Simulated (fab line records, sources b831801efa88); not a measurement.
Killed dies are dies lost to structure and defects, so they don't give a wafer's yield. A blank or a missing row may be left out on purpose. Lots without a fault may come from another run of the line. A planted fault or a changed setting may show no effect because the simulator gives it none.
Which tool did it? | flow sfq_line | 14 lots, 42 wafers sampled, at 2 steps of a route of 325

WHAT THE GAUGES READ, wafer by wafer
SFQ_M1_OVL_MEAS_911. Usual: M1_OVL -2 nm, standard deviation 5.9.
lot  | measured     | on         | M1_OVL (nm) | flag
L192 | day 23 17:31 | overlay-02 | -7 -4 5     |
L193 | day 24 01:55 | overlay-02 | -5 8 7      |
L196 | day 24 11:31 | overlay-02 | -12 -13 -16 |
L197 | day 24 13:55 | overlay-02 | 2 3 -2      |
L198 | day 24 16:19 | overlay-01 | -7 3 -4     |
L206 | day 31 11:16 | overlay-01 | 7 2 4       |
L208 | day 32 01:40 | overlay-01 | 2 3 1       |
L209 | day 32 08:53 | overlay-01 | -6 -3 3     |
L210 | day 33 00:10 | overlay-01 | -5 -8 -13   |
L211 | day 33 03:45 | overlay-01 | -9 0 -7     |
L212 | day 33 07:21 | overlay-01 | -10 -16 -9  |
L213 | day 33 10:57 | overlay-01 | 2 0 1       |
L214 | day 33 18:09 | overlay-01 | -2 -5 -3    |
L215 | day 33 21:45 | overlay-01 | -2 -1 -5    |

WHICH TOOL RAN EACH LOT (tool, then ch and the chambers of the sampled wafers, then the start)
lot  | SFQ_TRILAYER_L0_STRIP_STRIP_009
L192 | rie_metal-04 ch 0,1, day 4 04:05
L193 | rie_metal-02 ch 0,1, day 4 05:05
L196 | rie_metal-04 ch 0,1, day 4 09:53
L197 | rie_metal-03 ch 0,1, day 4 11:05
L198 | rie_metal-04 ch 0,1, day 4 12:17
L206 | rie_metal-04 ch 0,1, day 7 23:12
L208 | rie_metal-04 ch 0,1, day 8 13:36
L209 | rie_metal-03 ch 0,1, day 8 17:04
L210 | rie_metal-04 ch 0, day 8 22:40
L211 | rie_metal-04 ch 1, day 9 03:54
L212 | rie_metal-03 ch 0,1, day 9 09:54
L213 | rie_metal-02 ch 0,1, day 9 14:42
L214 | rie_metal-03 ch 0,1, day 9 21:55
L215 | rie_metal-02 ch 1, day 10 03:54
- SFQ_TRILAYER_L0_STRIP_STRIP_009: strips in O2.

WHAT THE TOOLS THEMSELVES READ (means of the sampled wafers that have a number; where no wafer has one, the mark that the record gives instead)
SFQ_TRILAYER_L0_STRIP_STRIP_009. Usual: drypump_motor_current_A 5.7 A, standard deviation 0.43; oes_product_au 1.001 a.u., standard deviation 0.0075; platen_temp_c 40.00 C, standard deviation 0.11.
lot  | tool         | drypump_motor_current_A (A) | oes_product_au (a.u.) | platen_temp_c (C) | flag
L192 | rie_metal-04 | 5.6                         | 1.001                 | 39.85             |
L193 | rie_metal-02 | 6.0                         | 1.002                 | 40.00             |
L196 | rie_metal-04 | 5.6                         | 0.994                 | 40.06             |
L197 | rie_metal-03 | 6.1                         | 1.004                 | 40.03             |
L198 | rie_metal-04 | 5.4                         | 1.003                 | 39.82             |
L206 | rie_metal-04 | 5.3                         | 1.002                 | 39.96             |
L208 | rie_metal-04 | 5.4                         | 1.007                 | 39.99             |
L209 | rie_metal-03 | 6.0                         | 0.999                 | 39.94             |
L210 | rie_metal-04 | 5.1                         | 1.001                 | 40.11             |
L211 | rie_metal-04 | 5.9                         | 0.996                 | 39.94             |
L212 | rie_metal-03 | 6.0                         | 1.005                 | 39.96             |
L213 | rie_metal-02 | 5.7                         | 0.999                 | 40.12             |
L214 | rie_metal-03 | 6.0                         | 1.020                 | 39.89             |
L215 | rie_metal-02 | 5.4                         | 0.993                 | 39.98             |

THE ANSWER, worked out from the rows above alone
Rule: a lot is off if the mean of its wafers that have a number lies more than 3 standard deviations from the usual mean. A lot without any number at a reading at which 4 lots or more have one is off too. The other lots that the step has rows for count as sound. The gauges are gone through in route order, then the tools' own readings, and for those a lot's mean is taken as printed above. The first step at which some lot is off is used, and at that step the reading that is off furthest; a lot without a number counts as furthest.
No lot is off at any reading shown: from this, nothing can be told.

WHAT THE SIMULATOR HAD PUT IN
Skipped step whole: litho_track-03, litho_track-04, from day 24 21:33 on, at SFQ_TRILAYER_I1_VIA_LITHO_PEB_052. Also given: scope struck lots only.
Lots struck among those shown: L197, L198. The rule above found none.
